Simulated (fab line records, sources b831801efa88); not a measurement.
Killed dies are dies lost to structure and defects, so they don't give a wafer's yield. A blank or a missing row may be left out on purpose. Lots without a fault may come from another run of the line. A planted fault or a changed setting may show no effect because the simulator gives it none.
One fault seen from 2 desks | flow sky130 | each desk has only its own numbers; what lay behind them comes last

THE TOOL OWNER'S DESK: cvd_w-02
The tool's own readings at SKY_CONTACT_CVD_24 (deposits W, target thk 340 nm, time 102.12 s): means of the sampled wafers that have a number, for each lot that ran on this tool. A lot is out of limits, marked OUT, if its mean lies more than 4 standard deviations from the usual mean; the brackets give that distance.
Columns: A = chamber_pressure_Torr at SKY_CONTACT_CVD_24, usual 40.00 Torr; B = heater_power_outer_w at SKY_CONTACT_CVD_24, usual 499 W; C = heater_power_w at SKY_CONTACT_CVD_24, usual 805 W
lot  | first seen here | A               | B   | C
L201 | day 33 10:44    | 40.12           | 469 | 791
L203 | day 34 07:16    | 40.10           | 476 | 776
L207 | day 35 03:13    | 40.04           | 456 | 783
L212 | day 37 00:20    | 36.09 (-40) OUT | 488 | 787
L213 | day 37 08:01    | 36.01 (-40) OUT | 479 | 789
This desk's finding: out of limits on L212, L213; first on L212, day 37 00:20 (chamber_pressure_Torr at SKY_CONTACT_CVD_24). In limits: L201, L203, L207.

THE METROLOGY DESK
What the gauges read, lot by lot, whatever tool the lot ran on: means of the sampled wafers that have a number. A lot is out of limits, marked OUT, if its mean lies more than 4 standard deviations from the usual mean; the brackets give that distance.
Columns: A = CONTACT_W_RS at SKY_CONTACT_RS_MEAS_25, usual 0.335 ohm/sq; B = CONTACT_W_THK at SKY_CONTACT_THK_MEAS_26, usual 334 nm; C = VIA3_OVL at SKY_VIA3_OVL_MEAS_13, usual 4 nm
lot  | first seen here | A     | B   | C
L198 | day 32 18:29    | 0.334 | 334 | -1
L200 | day 33 01:50    | 0.337 | 329 | 4
L201 | day 33 10:51    | 0.336 | 337 | 11
L202 | day 33 11:27    | 0.336 | 331 | 0
L203 | day 34 07:22    | 0.337 | 334 | 3
L206 | day 34 22:01    | 0.342 | 329 | 0
L207 | day 35 03:20    | 0.324 | 343 | 3
L208 | day 35 12:26    | 0.342 | 323 | 4
L212 | day 37 00:27    | 0.358 | 312 | 2
L213 | day 37 08:08    | 0.354 | 315 | 16
L214 | day 38 02:29    | 0.339 | 329 | 7
L220 | day 39 08:50    | 0.339 | 331 | 2
This desk's finding: nothing out of limits on any of the 12 lots.

PUT TOGETHER
The tool owner's desk could have raised an alarm at day 37 00:20, on L212, L213.
The metrology desk saw nothing out of limits.
The metrology desk has L212, L213 on record, within its limits.
Of the lots named, all ran SKY_CONTACT_CVD_24 on cvd_w-02.

WHAT THE SIMULATOR HAD PUT IN
Process parameter drift: cvd_w-02, from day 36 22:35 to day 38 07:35, at SKY_CONTACT_CVD_24. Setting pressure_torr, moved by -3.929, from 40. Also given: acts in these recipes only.
Lots struck among those shown: L212, L213.
Hours from the fault's start to each desk's first reading out of limits: the tool owner's desk, 2.
